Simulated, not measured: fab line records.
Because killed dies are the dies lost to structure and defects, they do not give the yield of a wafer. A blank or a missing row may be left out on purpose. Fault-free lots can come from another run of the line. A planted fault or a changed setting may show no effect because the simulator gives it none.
Which of the tools did it? | flow gf180mcu | 18 wafers from 6 lots sampled at 3 of the route's 602 steps

== WHAT THE GAUGES SHOWED, per wafer ==
GF_POLY_GATE_THK_MEAS_01.
lot  | measured     | on            | POLY_GATE_CVD_00_THK (nm)
L963 | day 9 00:51  | film-metro-01 | 202.8 203.3 201.9
L968 | day 10 13:12 | film-metro-03 | 200.9 202.5 202.7
L971 | day 11 15:08 | film-metro-01 | 200.3 200.7 198.2
L973 | day 11 21:41 | film-metro-04 | 199.5 198.4 200.1
L976 | day 12 20:03 | film-metro-03 | 204.1 204.9 204.3

== WHAT TOOL EACH LOT RAN ON (gives the tool, then ch and the chambers of the sampled wafers, and finally the start) ==
lot  | GF_VT_IMPLANT_STRIP_31               | GF_DUAL_GATE_WET_ETCH_12
L963 | plasma-asher-04 ch 0,1, day 7 09:44  | wet-bench-02 ch 2, day 8 21:35
L968 | plasma-asher-02 ch 0,1, day 8 19:46  | wet-bench-01 ch 0, day 10 09:10
L971 | plasma-asher-04 ch 0,1, day 9 21:46  | wet-bench-04 ch 3, day 11 11:59
L973 | plasma-asher-03 ch 0,1, day 10 04:08 | wet-bench-02 ch 2, day 11 18:32
L976 | plasma-asher-03 ch 0,1, day 10 23:28 | wet-bench-02 ch 0, day 12 16:55
L980 | plasma-asher-04 ch 0,1, day 12 02:10 | wet-bench-02 ch 3, day 13 21:35
- GF_VT_IMPLANT_STRIP_31: strips in O2/N2.
- GF_DUAL_GATE_WET_ETCH_12: etches SiO2 in dHF, target depth 13 nm, time 260 s.

== THE ANSWER, worked out from the rows above alone ==
Rule: the usual values come from the lots themselves. Put in order of their means at a reading, lots are off if they are a third of the lots or fewer, leave a main group of 4 or more, and stand apart from it by a gap of 3 or more times the standard deviation of the main group's means; of several such gaps the widest counts. A main group whose means are all the same, to the digits that the tables above print for the reading, isn't used. Also off: a lot with no number at a reading for which 4 or more lots have one. The other lots that the step has rows for count as sound.
Nothing can be told from this: no lot is off at any reading shown.

== WHAT THE SIMULATOR HAD PUT IN ==
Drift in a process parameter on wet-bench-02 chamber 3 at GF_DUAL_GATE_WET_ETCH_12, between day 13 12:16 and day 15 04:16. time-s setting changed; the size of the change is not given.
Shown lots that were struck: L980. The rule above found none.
